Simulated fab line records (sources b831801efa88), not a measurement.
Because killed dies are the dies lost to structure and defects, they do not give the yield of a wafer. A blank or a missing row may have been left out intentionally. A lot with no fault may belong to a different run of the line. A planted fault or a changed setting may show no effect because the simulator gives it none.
What tool caused it? :: flow sky130 :: Sampling: 10 lots, 30 wafers, 5 of 708 route steps

== WHAT EACH GAUGE READ, for each wafer ==
SKY_METAL1_RS_MEAS_05: measurement is done with a four-point probe. Usual: METAL1_ALCU_RS gives 0.1259 ohm/sq (standard deviation 0.0016).
lot: L320
measured: day 32 06:23
on: film metro-04
METAL1_ALCU_RS (ohm/sq): 0.1271 0.1263 0.1266
flag: 

lot: L319
measured: day 32 09:04
on: film metro-01
METAL1_ALCU_RS (ohm/sq): 0.1274 0.1272 0.1257
flag: 

lot: L330
measured: day 35 17:47
on: film metro-04
METAL1_ALCU_RS (ohm/sq): 0.1254 0.1384 0.1252
flag: 

lot: L331
measured: day 35 22:58
on: film metro-04
METAL1_ALCU_RS (ohm/sq): 0.1236 0.1258 0.1240
flag: 

lot: L333
measured: day 36 14:44
on: film metro-04
METAL1_ALCU_RS (ohm/sq): 0.1256 0.1263 0.1248
flag: 

lot: L336
measured: day 37 07:57
on: film metro-04
METAL1_ALCU_RS (ohm/sq): 0.1236 0.1248 0.1243
flag: 

lot: L338
measured: day 37 21:47
on: film metro-02
METAL1_ALCU_RS (ohm/sq): 0.1266 0.1261 0.1274
flag: 

lot: L339
measured: day 38 00:08
on: film metro-02
METAL1_ALCU_RS (ohm/sq): 0.1284 0.1280 0.1277
flag: 

lot: L341
measured: day 38 18:22
on: film metro-02
METAL1_ALCU_RS (ohm/sq): 0.1281 0.1265 0.1261
flag: 

lot: L342
measured: day 38 22:09
on: film metro-02
METAL1_ALCU_RS (ohm/sq): 0.1273 0.1270 0.1270
flag: 

SKY_METAL1_THK_MEAS_06: measures by xrf. Usual: METAL1_ALCU_THK gives 255 nm (standard deviation 3.2).
lot: L320
measured: day 32 06:31
on: film metro-04
METAL1_ALCU_THK (nm): 252 253 253
flag: 

lot: L319
measured: day 32 09:10
on: film metro-01
METAL1_ALCU_THK (nm): 251 252 255
flag: 

lot: L330
measured: day 35 17:54
on: film metro-04
METAL1_ALCU_THK (nm): 255 232 257
flag: 

lot: L331
measured: day 35 23:05
on: film metro-04
METAL1_ALCU_THK (nm): 259 256 259
flag: 

lot: L333
measured: day 36 14:52
on: film metro-04
METAL1_ALCU_THK (nm): 254 255 256
flag: 

lot: L336
measured: day 37 08:04
on: film metro-04
METAL1_ALCU_THK (nm): 258 258 259
flag: 

lot: L338
measured: day 37 21:53
on: film metro-02
METAL1_ALCU_THK (nm): 257 255 253
flag: 

lot: L339
measured: day 38 00:14
on: film metro-02
METAL1_ALCU_THK (nm): 251 251 253
flag: 

lot: L341
measured: day 38 18:29
on: film metro-02
METAL1_ALCU_THK (nm): 252 255 255
flag: 

lot: L342
measured: day 38 22:16
on: film metro-02
METAL1_ALCU_THK (nm): 253 254 254
flag: 

== EACH LOT AND THE TOOL THAT RAN IT (in order: tool; ch and the chambers of the sampled wafers; start) ==
lot: L320
SKY_CONTACT_CVD_00: pecvd-01 ch 1,2, day 30 23:26
SKY_METAL1_SPUTTER_00: pvd sputter-03, day 32 06:15
SKY_METAL1_SPUTTER_02: pvd sputter-03, day 32 06:17

lot: L319
SKY_CONTACT_CVD_00: pecvd-04 ch 0,1, day 31 02:08
SKY_METAL1_SPUTTER_00: pvd sputter-01, day 32 08:53
SKY_METAL1_SPUTTER_02: pvd sputter-01, day 32 08:56

lot: L330
SKY_CONTACT_CVD_00: pecvd-03 ch 0,1,2, day 34 12:50
SKY_METAL1_SPUTTER_00: pvd sputter-03, day 35 17:38
SKY_METAL1_SPUTTER_02: pvd sputter-03, day 35 17:41

lot: L331
SKY_CONTACT_CVD_00: pecvd-04 ch 0,1,2, day 34 18:36
SKY_METAL1_SPUTTER_00: pvd sputter-01, day 35 22:49
SKY_METAL1_SPUTTER_02: pvd sputter-01, day 35 22:52

lot: L333
SKY_CONTACT_CVD_00: pecvd-01 ch 0,1, day 35 10:19
SKY_METAL1_SPUTTER_00: pvd sputter-01, day 36 14:36
SKY_METAL1_SPUTTER_02: pvd sputter-01, day 36 14:38

lot: L336
SKY_CONTACT_CVD_00: pecvd-03 ch 0,2, day 36 03:44
SKY_METAL1_SPUTTER_00: pvd sputter-01, day 37 07:49
SKY_METAL1_SPUTTER_02: pvd sputter-01, day 37 07:52

lot: L338
SKY_CONTACT_CVD_00: pecvd-03 ch 1,2, day 36 18:59
SKY_METAL1_SPUTTER_00: pvd sputter-01, day 37 21:36
SKY_METAL1_SPUTTER_02: pvd sputter-01, day 37 21:38

lot: L339
SKY_CONTACT_CVD_00: pecvd-01 ch 0,2, day 36 20:52
SKY_METAL1_SPUTTER_00: pvd sputter-03, day 37 23:58
SKY_METAL1_SPUTTER_02: pvd sputter-03, day 38 00:01

lot: L341
SKY_CONTACT_CVD_00: pecvd-01 ch 1,2, day 37 14:56
SKY_METAL1_SPUTTER_00: pvd sputter-03, day 38 18:14
SKY_METAL1_SPUTTER_02: pvd sputter-03, day 38 18:17

lot: L342
SKY_CONTACT_CVD_00: pecvd-03 ch 0,2, day 37 19:02
SKY_METAL1_SPUTTER_00: pvd sputter-02, day 38 22:01
SKY_METAL1_SPUTTER_02: pvd sputter-02, day 38 22:04
- SKY_CONTACT_CVD_00: deposits Si3N4, target thk 75 nm.
- SKY_METAL1_SPUTTER_00: material Ti, target thk 15 nm, time 10 s.
- SKY_METAL1_SPUTTER_02: material AlCu, target thk 250 nm, time 13.3 s.

== AS READ BY THE TOOLS THEMSELVES (means over the sampled wafers that have a number; for cases with no such wafer, the mark the record gives instead) ==
SKY_CONTACT_CVD_00. Usual: heater power w 686 W, standard deviation 87; rf fwd power W 445.2 W, standard deviation 1.9.
lot: L320
tool: pecvd-01
heater power w (W): 697
rf fwd power W (W): 444.3
flag: 

lot: L319
tool: pecvd-04
heater power w (W): 670
rf fwd power W (W): 442.1
flag: 

lot: L330
tool: pecvd-03
heater power w (W): 633
rf fwd power W (W): 445.6
flag: 

lot: L331
tool: pecvd-04
heater power w (W): 646
rf fwd power W (W): 443.9
flag: 

lot: L333
tool: pecvd-01
heater power w (W): 743
rf fwd power W (W): 445.2
flag: 

lot: L336
tool: pecvd-03
heater power w (W): 595
rf fwd power W (W): 445.1
flag: 

lot: L338
tool: pecvd-03
heater power w (W): 637
rf fwd power W (W): 446.7
flag: 

lot: L339
tool: pecvd-01
heater power w (W): 773
rf fwd power W (W): 444.8
flag: 

lot: L341
tool: pecvd-01
heater power w (W): 716
rf fwd power W (W): 446.1
flag: 

lot: L342
tool: pecvd-03
heater power w (W): 613
rf fwd power W (W): 446.1
flag: 

SKY_METAL1_SPUTTER_00. Usual: cathode dc power W 3000.0 W, standard deviation 0.58; throttle valve pct 29.3 %, standard deviation 1.1.
lot: L320
tool: pvd sputter-03
cathode dc power W (W): 3000.5
throttle valve pct (%): 30.0
flag: 

lot: L319
tool: pvd sputter-01
cathode dc power W (W): 2999.6
throttle valve pct (%): 29.4
flag: 

lot: L330
tool: pvd sputter-03
cathode dc power W (W): 3000.3
throttle valve pct (%): 29.8
flag: 

lot: L331
tool: pvd sputter-01
cathode dc power W (W): 3000.4
throttle valve pct (%): 29.0
flag: 

lot: L333
tool: pvd sputter-01
cathode dc power W (W): 2999.9
throttle valve pct (%): 29.0
flag: 

lot: L336
tool: pvd sputter-01
cathode dc power W (W): 2999.7
throttle valve pct (%): 28.5
flag: 

lot: L338
tool: pvd sputter-01
cathode dc power W (W): 2999.6
throttle valve pct (%): 29.0
flag: 

lot: L339
tool: pvd sputter-03
cathode dc power W (W): 3000.3
throttle valve pct (%): 29.7
flag: 

lot: L341
tool: pvd sputter-03
cathode dc power W (W): 2999.9
throttle valve pct (%): 29.5
flag: 

lot: L342
tool: pvd sputter-02
cathode dc power W (W): 2999.7
throttle valve pct (%): 29.5
flag: 

SKY_METAL1_SPUTTER_02. Usual: cathode dc power W 10600 W, standard deviation 2; throttle valve pct 29.3 %, standard deviation 1.1.
lot: L320
tool: pvd sputter-03
cathode dc power W (W): 10601
throttle valve pct (%): 30.1
flag: 

lot: L319
tool: pvd sputter-01
cathode dc power W (W): 10600
throttle valve pct (%): 29.4
flag: 

lot: L330
tool: pvd sputter-03
cathode dc power W (W): 10311
throttle valve pct (%): 29.7
flag: OFF

lot: L331
tool: pvd sputter-01
cathode dc power W (W): 10602
throttle valve pct (%): 29.0
flag: 

lot: L333
tool: pvd sputter-01
cathode dc power W (W): 10600
throttle valve pct (%): 29.1
flag: 

lot: L336
tool: pvd sputter-01
cathode dc power W (W): 10602
throttle valve pct (%): 28.5
flag: 

lot: L338
tool: pvd sputter-01
cathode dc power W (W): 10600
throttle valve pct (%): 29.1
flag: 

lot: L339
tool: pvd sputter-03
cathode dc power W (W): 10600
throttle valve pct (%): 29.9
flag: 

lot: L341
tool: pvd sputter-03
cathode dc power W (W): 10600
throttle valve pct (%): 29.3
flag: 

lot: L342
tool: pvd sputter-02
cathode dc power W (W): 10598
throttle valve pct (%): 29.7
flag: 

== THE ANSWER, worked out from the rows above alone ==
Rule: a lot counts as off when the mean over its wafers that have a number is more than 3 standard deviations away from the usual mean. A lot without any number at a reading at which 4 lots or more have one is off too. All remaining lots with rows at the step are treated as sound. After the gauges, taken in route order, come the tools' own readings; for these a lot's mean is taken, as printed above. At the first step where some lot is off, the reading lying furthest off is the one used; lots without a number count as furthest.
Off: L330 (SKY_METAL1_SPUTTER_02, cathode dc power W).
A tool fits if, at that step or a process step before it, it ran every lot that is off, and no sound lot after the first of them. None of those tried fits.

== WHAT THE SIMULATOR HAD INSERTED ==
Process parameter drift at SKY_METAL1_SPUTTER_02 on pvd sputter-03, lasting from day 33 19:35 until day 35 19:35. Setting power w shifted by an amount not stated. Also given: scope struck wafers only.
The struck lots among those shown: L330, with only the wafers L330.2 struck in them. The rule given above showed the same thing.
